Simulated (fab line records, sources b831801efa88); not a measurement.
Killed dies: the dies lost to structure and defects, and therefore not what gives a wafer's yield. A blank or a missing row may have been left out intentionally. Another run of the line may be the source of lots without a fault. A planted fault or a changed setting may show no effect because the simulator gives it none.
Commonality check across tools    flow sky130    15 lots and 54 wafers in the sample

WHY IT WAS OPENED
At SKY_GATE_OXIDE_THK_MEAS_02 the reading GATE_OXIDE_OXIDATION_00_THK is flagged on 3 of 15 lots. Fault-free wafers read 10.27 nm, with a standard deviation of 0.2.
Rule: flag the lot when none of its wafers has a number, or when each of its wafers that has one lies beyond 4 standard deviations from that mean. The rest of the lots are taken to be sound.

lot   measured      on             GATE_OXIDE_OXIDATION_00_THK (nm), wafer by wafer  flag
L504  day 12 15:55  film metro-01  10.38 10.48 10.44                                 
L505  day 12 21:06  film metro-04  10.38 10.62 10.49                                 
L506  day 13 02:35  film metro-01  10.33 10.38 10.41                                 
L507  day 13 10:47  film metro-01  12.17 12.34 12.50 12.18 12.26 12.55               FLAGGED
L508  day 14 00:10  film metro-01  12.28 12.26 12.45 12.30 12.25 12.39               FLAGGED
L509  day 14 08:51  film metro-04  12.47 12.61 12.50 12.48 12.56 12.52               FLAGGED
L517  day 17 10:09  film metro-01  10.40 10.27 10.38                                 
L518  day 17 19:47  film metro-04  10.44 10.24 10.46                                 
L519  day 18 00:32  film metro-02  10.36 10.17 10.30                                 
L520  day 18 05:10  film metro-01  10.29 10.27 10.39                                 
L522  day 18 22:22  film metro-04  10.11 10.31 10.12                                 
L521  day 18 22:23  film metro-01  10.29 10.05 10.11                                 
L524  day 19 14:04  film metro-01  10.27 10.48 10.07                                 
L525  day 19 18:20  film metro-04  10.21 10.00 10.27                                 
L526  day 19 23:00  film metro-01  10.04 9.99 10.16                                  
On average the flagged lots' numbers are 12.39 nm, which is +2.12 nm against the usual, or +11 standard deviations.

WHICH TOOL EACH LOT WENT THROUGH
The record holds 1 process step before the reading, out of a route of 708 steps. In each cell: the tool, then ch and the chambers that the sampled wafers went through, then the start.
lot   flag     SKY_GATE_OXIDE_OXIDATION_01
L504           furnace-01 ch 0, day 12 14:29
L505           furnace-02 ch 0, day 12 19:41
L506           furnace-02 ch 0, day 13 01:09
L507  FLAGGED  furnace-02 ch 0, day 13 09:22
L508  FLAGGED  furnace-02 ch 0, day 13 22:45
L509  FLAGGED  furnace-02 ch 0, day 14 07:25
L517           furnace-01 ch 0, day 17 08:44
L518           furnace-02 ch 0, day 17 18:22
L519           furnace-02 ch 0, day 17 23:06
L520           furnace-01 ch 0, day 18 03:44
L522           furnace-01 ch 0, day 18 20:58
L521           furnace-01 ch 0, day 18 20:58
L524           furnace-02 ch 0, day 19 12:39
L525           furnace-01 ch 0, day 19 16:55
L526           furnace-01 ch 0, day 19 21:35
What the steps here do:
- SKY_GATE_OXIDE_OXIDATION_01: stabilise 600 s, purge 300 s, target thk 10.268 nm.
- SKY_GATE_OXIDE_THK_MEAS_02

FLAGGED AGAINST TOTAL, ONE TOOL AT A TIME (gauges that did the reading follow at the end)
step                         tool           lots run  flagged  share of the flagged lots  sound lots run after its first flagged lot
SKY_GATE_OXIDE_OXIDATION_01  furnace-01     7         0        none                       -
SKY_GATE_OXIDE_OXIDATION_01  furnace-02     8         3        all                        3 (L518,L519,L524)
SKY_GATE_OXIDE_THK_MEAS_02   film metro-01  9         2        some                       5 (L517,L520,L521,L524,L526)
SKY_GATE_OXIDE_THK_MEAS_02   film metro-02  1         0        none                       -
SKY_GATE_OXIDE_THK_MEAS_02   film metro-04  5         1        some                       3 (L518,L522,L525)

WHAT THE TABLE PERMITS
In the table, 1 row covers all flagged lots: furnace-02 at SKY_GATE_OXIDE_OXIDATION_01.
- furnace-02 at SKY_GATE_OXIDE_OXIDATION_01 ran 8 lots, 3 of them flagged. Sound lots followed the first flagged one (L518, L519, L524) on it, something a lasting fault affecting the whole tool could not allow.
Not one row of the table ran every flagged lot while running no sound lot after the first.

WHAT THE SIMULATOR HAD PUT IN
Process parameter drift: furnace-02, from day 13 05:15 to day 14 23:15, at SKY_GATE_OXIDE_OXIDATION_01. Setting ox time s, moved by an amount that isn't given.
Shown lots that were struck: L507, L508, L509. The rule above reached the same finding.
